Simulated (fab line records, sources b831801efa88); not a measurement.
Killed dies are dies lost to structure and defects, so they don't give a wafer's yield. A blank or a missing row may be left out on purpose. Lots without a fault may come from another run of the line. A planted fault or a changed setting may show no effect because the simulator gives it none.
Chamber matching | flow sky130 | SKY_LI_CONTACT_CMP_02 on cmp-01: 4 sister chambers
The step polishes PSG. 4 wafers are shown with their chamber, then 12 later ones without.

WAFERS WITH THEIR CHAMBER
wafer  | chamber | motor_current_A (A)
L081.4 | 3       | 12.4
L088.2 | 1       | 12.3
L090.3 | 2       | 12.2
L090.6 | 0       | 11.8

WAFERS WITHOUT THEIR CHAMBER
wafer  | motor_current_A (A)
L091.3 | 12.5
L091.5 | 12.0
L091.6 | 11.4
L092.2 | 12.1
L092.5 | 12.7
L092.6 | 11.5
L095.1 | 12.3
L095.5 | 11.2
L095.6 | 12.0
L097.3 | 11.6
L097.4 | 12.4
L097.5 | 12.2

WHICH CHAMBER EACH WENT THROUGH
wafer  | from the rows above               | in truth
L091.3 | can't be placed: 3 or 1 or 2      | 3
L091.5 | can't be placed: 0 or 2 or 1 or 3 | 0
L091.6 | can't be placed: 0 or 2 or 1      | 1
L092.2 | can't be placed: 2 or 1 or 0 or 3 | 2
L092.5 | can't be placed: 3 or 1 or 2      | 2
L092.6 | can't be placed: 0 or 2 or 1      | 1
L095.1 | can't be placed: 1 or 3 or 2 or 0 | 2
L095.5 | can't be placed: 0 or 2 or 1      | 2
L095.6 | can't be placed: 0 or 2 or 1 or 3 | 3
L097.3 | can't be placed: 0 or 2 or 1      | 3
L097.4 | can't be placed: 3 or 1 or 2      | 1
L097.5 | can't be placed: 2 or 1 or 3 or 0 | 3
Placed correctly: 0 of 12. Can't be placed from these rows: 12 (the true chamber is among the candidates in 11). Placed wrongly: 0.
How it was worked out, from the rows above alone: a wafer's distance from a chamber is the root of the sum, over the readings, of the square of ((its reading less the chamber's mean) divided by the reading's scatter). The wafer belongs to the nearest chamber; if the next one is less than 2 further off, it can't be placed. A chamber's mean is the mean of its shown wafers. The scatter: with one shown wafer a chamber, the root of the mean of the squares of how far each hidden wafer lies from its nearest shown one.
